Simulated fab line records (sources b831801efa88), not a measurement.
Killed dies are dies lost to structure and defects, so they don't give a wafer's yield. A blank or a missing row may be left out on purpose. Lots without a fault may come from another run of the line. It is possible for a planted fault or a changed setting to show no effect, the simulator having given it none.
Split-lot trial + flow sky130 + 23 wafers read across 5 lots, on a route 708 steps long

## ABOUT THE SPLIT
At SKY_LDD_P_IMPLANT_09, the setting energyKev was moved away from the recipe's 25 on 6 of the 23 wafers read, by -4.8% to +3.8%. The other wafers ran this setting at the recipe's value.

## FROM THE SPLIT ON TO THE READING: in between, the file shows 1 step
- SKY_LDD_P_STRIP_10: strips in O2/N2

## THE READING
LDD_P_TW, at SKY_LDD_P_TW_MEAS_11. Fault-free wafers of this fab line usually give 632, standard deviation 3.3.

| wafer  | tool, chamber at the split | energyKev as run | against the recipe | LDD_P_TW | against lot-mates on the recipe |
|--------|----------------------------|------------------|--------------------|----------|---------------------------------|
| L078.2 | implanter-02, 0            | 25               | recipe             | 629      | -                               |
| L078.3 | implanter-02, 0            | 25               | recipe             | 625      | -                               |
| L078.6 | implanter-02, 0            | 25               | recipe             | 628      | -                               |
| L079.1 | implanter-03, 0            | 24.19            | -3.2%              | 623      | -6                              |
| L079.2 | implanter-03, 0            | 25               | recipe             | 627      | -                               |
| L079.4 | implanter-03, 0            | 25               | recipe             | 630      | -                               |
| L079.5 | implanter-03, 0            | 24.19            | -3.2%              | 622      | -7                              |
| L079.6 | implanter-03, 0            | 25               | recipe             | 630      | -                               |
| L080.1 | implanter-03, 0            | 23.81            | -4.8%              | 619      | -10                             |
| L080.2 | implanter-03, 0            | 25               | recipe             | 628      | -                               |
| L080.4 | implanter-03, 0            | 25               | recipe             | 629      | -                               |
| L080.5 | implanter-03, 0            | 25               | recipe             | 631      | -                               |
| L080.6 | implanter-03, 0            | 23.81            | -4.8%              | 624      | -5                              |
| L081.1 | implanter-01, 0            | 25               | recipe             | 634      | -                               |
| L081.2 | implanter-01, 0            | 25.95            | +3.8%              | 638      | +4                              |
| L081.3 | implanter-01, 0            | 25               | recipe             | 632      | -                               |
| L081.4 | implanter-01, 0            | 25               | recipe             | 635      | -                               |
| L081.5 | implanter-01, 0            | 25.95            | +3.8%              | 644      | +10                             |
| L085.1 | implanter-02, 0            | 25               | recipe             | 635      | -                               |
| L085.2 | implanter-02, 0            | 25               | recipe             | 635      | -                               |
| L085.3 | implanter-02, 0            | 25               | recipe             | 639      | -                               |
| L085.4 | implanter-02, 0            | 25               | recipe             | 635      | -                               |
| L085.5 | implanter-02, 0            | 25               | recipe             | 634      | -                               |

THE FIT
A straight line over all 23 wafers: LDD_P_TW changes by +2.38 for each +1% of energyKev; r = +0.82; the points scatter about the line by 3.5.
The same after taking each lot's own level away (the mean of its wafers on the recipe; 23 wafers): +1.82 for each +1%; r = +0.90; scatter 1.9.
On that fit, the largest move of energyKev shifts the reading by 8.6.
Across the lots, their own levels run from 627.3 to 635.6, a range of 2.5 times the standard deviation given above.
So the lot-to-lot level changes the slope: the two fits differ.
Check: -8 against its lot-mates is what the line predicts for one of the wafers moved furthest among these (-4.8%) when that wafer is left out of the fit. Against them it came out at -10.3.

## FURTHER SPLITS ON THESE WAFERS
Before the reading, these wafers also passed through other splits. Each is held against what the fit with the lots' levels taken away leaves over:
| other split on the same wafers | wafers away from the commonest value | r with LDD_P_TW (lot level and that fit taken away) |
|--------------------------------|--------------------------------------|-----------------------------------------------------|
| SKY_LDD_P_EXPOSE_04 doseMj     | 6                                    | -0.24                                               |

## THE WHOLE CHAIN: every reading that the file lists as answering this split, in the file's order
| step                 | what it does | reading                                                        | change (the file's fit)                | r (the file's) |
|----------------------|--------------|----------------------------------------------------------------|----------------------------------------|----------------|
| SKY_LDD_P_IMPLANT_09 |              | implant.rpNm (the simulator's own value, which no gauge read)  | +0.17 nm for each +1% of the setting   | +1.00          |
| SKY_LDD_P_IMPLANT_09 |              | implant.drpNm (the simulator's own value, which no gauge read) | +0.0807 nm for each +1% of the setting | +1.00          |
| SKY_LDD_P_TW_MEAS_11 |              | LDD_P_TW                                                       | +1.79 for each +1% of the setting      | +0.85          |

## FILE'S OWN FIT
LDD_P_TW changes by +1.79 for each +1% of energyKev, r = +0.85.
